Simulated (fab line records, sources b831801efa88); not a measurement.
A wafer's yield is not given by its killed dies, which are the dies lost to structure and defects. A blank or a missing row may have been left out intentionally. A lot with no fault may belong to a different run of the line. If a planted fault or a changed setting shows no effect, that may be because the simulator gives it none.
Chamber matching | flow gf180mcu | 4 sister chambers for GF_V3_CMP_04 on cmp-02
The step polishes SiO2. 4 wafers are shown with their chamber, then 11 later ones without.

## EACH WAFER AND ITS CHAMBER
wafer  | chamber | motor current A (A)
L089.1 | 0       | 11.9
L091.1 | 2       | 13.6
L091.2 | 3       | 13.0
L093.2 | 1       | 9.9

## WAFERS WITHOUT THEIR CHAMBER
wafer  | motor current A (A)
L093.5 | 13.3
L093.6 | 10.1
L094.1 | 10.4
L094.5 | 12.5
L094.6 | 9.7
L095.1 | 10.2
L095.2 | 13.1
L095.4 | 12.9
L097.2 | 12.9
L097.3 | 11.2
L097.4 | 13.4

## WHICH CHAMBER EACH WENT THROUGH
wafer  | from the rows above          | in truth
L093.5 | can't be placed: 2 or 3      | 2
L093.6 | 1                            | 1
L094.1 | 1                            | 1
L094.5 | can't be placed: 3 or 0 or 2 | 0
L094.6 | 1                            | 1
L095.1 | 1                            | 1
L095.2 | can't be placed: 3 or 2      | 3
L095.4 | can't be placed: 3 or 2      | 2
L097.2 | can't be placed: 3 or 2      | 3
L097.3 | can't be placed: 0 or 1      | 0
L097.4 | can't be placed: 2 or 3      | 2
Placed correctly: 4 of 11. From these rows, 7 cannot be placed; in 7 the true chamber is one of the candidates. Wrongly placed: 0.
How it was worked out, from the rows above alone: a wafer's distance from a chamber is the root of the sum, over the readings, of the square of ((its reading less the chamber's mean) divided by the reading's scatter). If the next closest chamber is less than 2 further off than the closest, the wafer can't be placed; otherwise it belongs to the closest. For every chamber, the mean is computed from those of its wafers that are shown. The scatter (one wafer shown for each chamber): square how far every hidden wafer sits from the nearest shown wafer, average those squares and take the square root.
